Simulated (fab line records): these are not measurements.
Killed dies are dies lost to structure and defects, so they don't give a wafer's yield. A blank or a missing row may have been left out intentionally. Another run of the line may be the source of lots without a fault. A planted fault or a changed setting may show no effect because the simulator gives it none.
Which of the tools did it? ; flow gf180mcu ; Sampling: 14 lots, 42 wafers, 5 of 602 route steps

## WHAT EACH GAUGE READ, for each wafer
GF_VT_IMPLANT_TW_MEAS_10.
lot;measured;on;VT_IMPLANT_TW
L451;day 5 18:52;filmMetro-02;546 548 544
L453;day 6 10:11;filmMetro-01;556 556 558
L455;day 6 16:49;filmMetro-02;551 549 547
L456;day 6 18:19;filmMetro-02;685 681 683 687 680 684
L457;day 7 05:44;filmMetro-02;550 547 546
L458;day 7 15:04;filmMetro-02;686 681 677 685 681 682
L462;day 8 11:08;filmMetro-01;558 558 558
L466;day 9 11:20;filmMetro-04;705 711 710 713 714 713
L468;day 10 00:29;filmMetro-04;573 575 575
L469;day 10 07:35;filmMetro-02;550 551 551
L470;day 10 11:59;filmMetro-02;550 549 549
L471;day 10 17:56;filmMetro-04;572 570 568
L473;day 11 07:15;filmMetro-02;549 549 549
L474;day 11 14:38;filmMetro-04;565 566 568

GF_VT_IMPLANT_OVL_MEAS_18.
lot;measured;on;VT_IMPLANT_01_OVL (nm)
L451;day 6 09:15;overlay-01;-1.9 -1.6 -1.0
L453;day 7 00:55;overlay-02;0.7 -0.1 -0.4
L455;day 7 07:55;overlay-01;-1.6 1.3 0.2
L456;day 7 09:16;overlay-02;0.8 -0.2 1.6
L457;day 7 21:10;overlay-01;-0.3 -0.8 -1.0
L458;day 8 07:13;overlay-01;-1.6 0.3 -0.1
L462;day 9 03:24;overlay-02;0.1 0.4 0.3
L466;day 10 03:58;overlay-02;-0.2 -2.7 -1.1
L468;day 10 18:19;overlay-01;-1.5 -1.5 -0.3
L469;day 11 01:11;overlay-01;-1.5 -3.0 -3.3
L470;day 11 06:03;overlay-01;-0.4 -0.5 -1.4
L471;day 11 11:52;overlay-01;-1.6 -1.5 -0.1
L473;day 12 01:49;overlay-02;-0.1 1.0 0.7
L474;day 12 09:36;overlay-02;1.7 -0.9 -0.8

GF_HV_LDD_OVL_MEAS_08.
lot;measured;on;HV_LDD_OVL (nm)
L451;day 10 04:59;overlay-02;3.5 1.5 0.2
L453;day 10 23:37;overlay-01;-1.5 0.0 -1.0
L455;day 11 08:35;overlay-02;0.7 2.1 3.1
L456;day 11 08:41;overlay-01;-0.4 -0.8 -0.5
L457;day 11 22:20;overlay-01;-3.6 0.3 -0.3
L458;day 12 09:43;overlay-01;-0.8 -2.3 -3.3
L462;day 13 07:17;overlay-02;1.0 1.9 1.8
L466;day 14 12:50;overlay-01;0.8 2.3 1.6
L468;day 15 03:40;overlay-02;-0.8 -0.1 1.1
L469;day 15 16:44;overlay-01;1.3 -0.4 2.1
L470;day 15 20:01;overlay-01;-1.7 -1.5 -1.3
L471;day 16 01:10;overlay-02;0.3 -0.1 -1.3
L473;day 16 20:20;overlay-02;1.4 -0.2 -1.1
L474;day 17 02:41;overlay-02;-2.4 -0.1 -0.9

## TOOL THAT RAN EACH LOT (tool first, then ch and the chambers of the sampled wafers, then the start)
lot;GF_STI_SOFTBAKE_08;GF_VT_IMPLANT_IMPLANT_08
L451;lithoTrack-01 ch 0, day 1 19:55;implanter-04 ch 0, day 5 18:38
L453;lithoTrack-01 ch 0, day 2 09:26;implanter-02 ch 0, day 6 09:56
L455;lithoTrack-01 ch 0, day 2 17:22;implanter-02 ch 0, day 6 16:34
L456;lithoTrack-01 ch 0, day 2 20:34;implanter-02 ch 0, day 6 17:45
L457;lithoTrack-03 ch 0, day 3 02:41;implanter-03 ch 0, day 7 05:30
L458;lithoTrack-03 ch 0, day 3 08:16;implanter-03 ch 0, day 7 14:29
L462;lithoTrack-01 ch 0, day 4 04:11;implanter-02 ch 0, day 8 10:53
L466;lithoTrack-01 ch 0, day 4 23:14;implanter-03 ch 0, day 9 10:47
L468;lithoTrack-01 ch 0, day 5 10:44;implanter-02 ch 0, day 10 00:14
L469;lithoTrack-01 ch 0, day 5 15:23;implanter-03 ch 0, day 10 07:20
L470;lithoTrack-01 ch 0, day 5 20:02;implanter-02 ch 0, day 10 11:44
L471;lithoTrack-01 ch 0, day 6 00:26;implanter-02 ch 0, day 10 17:41
L473;lithoTrack-03 ch 0, day 6 12:08;implanter-02 ch 0, day 11 07:01
L474;lithoTrack-03 ch 0, day 6 16:07;implanter-03 ch 0, day 11 14:25
- GF_STI_SOFTBAKE_08: time 61.66 s.
- GF_VT_IMPLANT_IMPLANT_08

## WHAT THE TOOLS THEMSELVES READ (means of the sampled wafers that have a number; where no wafer has one, the mark that the record gives instead)
GF_STI_SOFTBAKE_08.
lot;tool;plateSensorTCentreC (C);plateSensorTEdgeC (C);softbakeTempC (C)
L451;lithoTrack-01;131.01;131.22;129.93
L453;lithoTrack-01;131.01;131.20;130.06
L455;lithoTrack-01;131.01;131.21;129.98
L456;lithoTrack-01;131.02;131.21;129.98
L457;lithoTrack-03;131.02;131.21;130.10
L458;lithoTrack-03;131.02;131.22;130.23
L462;lithoTrack-01;131.01;131.21;130.18
L466;lithoTrack-01;131.01;131.22;130.13
L468;lithoTrack-01;131.01;131.21;130.07
L469;lithoTrack-01;131.02;131.22;129.97
L470;lithoTrack-01;131.01;131.21;130.00
L471;lithoTrack-01;131.02;131.22;129.85
L473;lithoTrack-03;131.01;131.20;130.13
L474;lithoTrack-03;131.01;131.21;130.09

GF_VT_IMPLANT_IMPLANT_08.
lot;tool;beamOnS (s)
L451;implanter-04;9.90
L453;implanter-02;9.92
L455;implanter-02;9.99
L456;implanter-02;10.10
L457;implanter-03;9.89
L458;implanter-03;9.98
L462;implanter-02;10.04
L466;implanter-03;10.12
L468;implanter-02;9.87
L469;implanter-03;10.18
L470;implanter-02;10.12
L471;implanter-02;10.06
L473;implanter-02;9.91
L474;implanter-03;10.15

## THE ANSWER, worked out from the rows above alone
Rule: the usual values come from the lots themselves. The widest of any qualifying gaps counts: lots, ordered by their means at a reading, are off when they make up no more than a third of the lots, leave a main group of 4 or more, and stand apart from it by 3 or more times the standard deviation of that group's means. Not used: any main group whose means are identical at the precision the tables above print for the reading. Also off: a lot with no number at a reading for which 4 or more lots have one. Any other lot the step has rows for is counted as sound. After the gauges, taken in route order, come the tools' own readings; for these a lot's mean is taken, as printed above. At the first step where some lot is off, the reading lying furthest off is the one used; lots without a number count as furthest.
Off: at GF_VT_IMPLANT_TW_MEAS_10 (VT_IMPLANT_TW), L456, L458, L466. For the main group the mean is 556 and the standard deviation 9.5.
If a tool, at a process step before that reading, ran all the lots that are off and no sound lot after the first of them, it fits. Gauges at GF_VT_IMPLANT_TW_MEAS_10: tried the same way as those tools. Not one of the candidates tried fits.

## WHAT THE SIMULATOR PUT IN
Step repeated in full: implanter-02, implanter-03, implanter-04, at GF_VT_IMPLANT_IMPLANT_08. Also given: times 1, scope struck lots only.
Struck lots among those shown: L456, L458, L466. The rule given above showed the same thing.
